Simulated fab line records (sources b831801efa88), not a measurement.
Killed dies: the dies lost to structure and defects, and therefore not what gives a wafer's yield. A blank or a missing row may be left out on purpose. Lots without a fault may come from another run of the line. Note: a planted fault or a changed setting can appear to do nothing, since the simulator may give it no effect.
Which of the tools did it? | flow gf180mcu | route of 602 steps, sampled at 1 step: 14 lots, 42 wafers

## WHAT THE GAUGES SHOWED, per wafer
No reading from a measuring or inspecting step in the record can be judged against a usual standard deviation.

## WHICH TOOL RAN EACH LOT (tool, then ch and the chambers of the sampled wafers, then the start)
lot  | GF_HV_LDD_STRIP_22
L586 | plasma_asher-02 ch 0,1, day 10 15:12
L588 | plasma_asher-02 ch 0,1, day 11 10:43
L589 | plasma_asher-04 ch 0,1, day 11 15:58
L590 | plasma_asher-04 ch 1, day 11 23:04
L591 | plasma_asher-03 ch 0,1, day 12 08:17
L593 | plasma_asher-04 ch 0,1, day 13 01:08
L595 | plasma_asher-02 ch 0, day 13 17:23
L596 | plasma_asher-04 ch 0,1, day 14 04:31
L603 | plasma_asher-04 ch 0,1, day 16 02:43
L604 | plasma_asher-04 ch 0,1, day 16 09:34
L605 | plasma_asher-02 ch 0,1, day 16 18:56
L606 | plasma_asher-02 ch 0,1, day 17 00:22
L607 | plasma_asher-02 ch 0,1, day 17 11:23
L609 | plasma_asher-03 ch 0,1, day 18 02:53
- GF_HV_LDD_STRIP_22: strips in O2/N2.

## WHAT THE TOOLS THEMSELVES READ (means of the sampled wafers that have a number; where no wafer has one, the mark that the record gives instead)
GF_HV_LDD_STRIP_22.
lot  | tool            | drypump_motor_current_A (A) | heater_power_w (W) | o2_flow_sccm (sccm) | oes_product_au (a.u.) | platen_temp_c (C) | strip_time_to_endpoint_s (s)
L586 | plasma_asher-02 | 5.9                         | 339                | 2998                | 0.720                 | 249.96            | 12.817
L588 | plasma_asher-02 | 6.0                         | 338                | 3000                | 0.716                 | 250.20            | 12.780
L589 | plasma_asher-04 | 5.4                         | 288                | 2995                | 0.717                 | 250.04            | 12.810
L590 | plasma_asher-04 | 5.3                         | 281                | 2995                | 0.717                 | 250.10            | 12.808
L591 | plasma_asher-03 | 5.2                         | 324                | 3001                | 0.715                 | 250.15            | 12.788
L593 | plasma_asher-04 | 5.4                         | 286                | 3002                | 0.716                 | 250.25            | 12.790
L595 | plasma_asher-02 | 5.9                         | 323                | 3005                | 0.716                 | 250.08            | 12.783
L596 | plasma_asher-04 | 5.4                         | 290                | 3002                | 0.712                 | 249.96            | 12.766
L603 | plasma_asher-04 | 5.6                         | 297                | 2388                | 0.712                 | 250.06            | 12.903
L604 | plasma_asher-04 | 5.4                         | 291                | 2403                | 0.706                 | 249.95            | 12.890
L605 | plasma_asher-02 | 5.9                         | 342                | 3003                | 0.717                 | 250.26            | 12.794
L606 | plasma_asher-02 | 5.9                         | 344                | 2995                | 0.715                 | 249.94            | 12.776
L607 | plasma_asher-02 | 6.0                         | 349                | 3003                | 0.716                 | 250.00            | 12.790
L609 | plasma_asher-03 | 5.2                         | 323                | 3002                | 0.719                 | 249.99            | 12.806

## THE ANSWER, worked out from the rows above alone
Rule: the lots themselves supply what counts as usual. Put in order of their means at a reading, lots are off if they are a third of the lots or fewer, leave a main group of 4 or more, and stand apart from it by a gap of 3 or more times the standard deviation of the main group's means; of several such gaps the widest counts. A main group is skipped when, at the precision printed for the reading in the tables above, its means are all equal. Also off: a lot with no number at a reading for which 4 or more lots have one. Any other lot the step has rows for is counted as sound. Order of review: gauges by route order, followed by the tools' own readings, for which a lot's mean as printed above is used. At the first step where some lot is off, the reading lying furthest off is the one used; lots without a number count as furthest.
Off, at GF_HV_LDD_STRIP_22 on o2_flow_sccm: L603, L604. Mean 3000 sccm and standard deviation 3.4 in the main group.
A tool fits if, at that step or a process step before it, it ran every lot that is off, and no sound lot after the first of them. One fits: GF_HV_LDD_STRIP_22 on plasma_asher-04. A fault onset in the window from L596 (day 14 04:31, its last sound lot) to L603 (day 16 02:43, its first lot off) fits.
The tool's own readings at GF_HV_LDD_STRIP_22 bear it out: on the lots that are off they differ by more than 5 times the standard deviation of the sound lots' means. o2_flow_sccm reads 2396 sccm there against 3000 sccm on the sound lots; strip_time_to_endpoint_s reads 12.896 s there against 12.792 s on the sound lots.

## WHAT THE SIMULATOR PUT IN
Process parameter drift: plasma_asher-04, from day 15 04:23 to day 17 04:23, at GF_HV_LDD_STRIP_22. A move of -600 in setting o2_flow_sccm, from 3000. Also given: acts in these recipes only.
Shown lots that were struck: L603, L604. The same result came from the rule above.
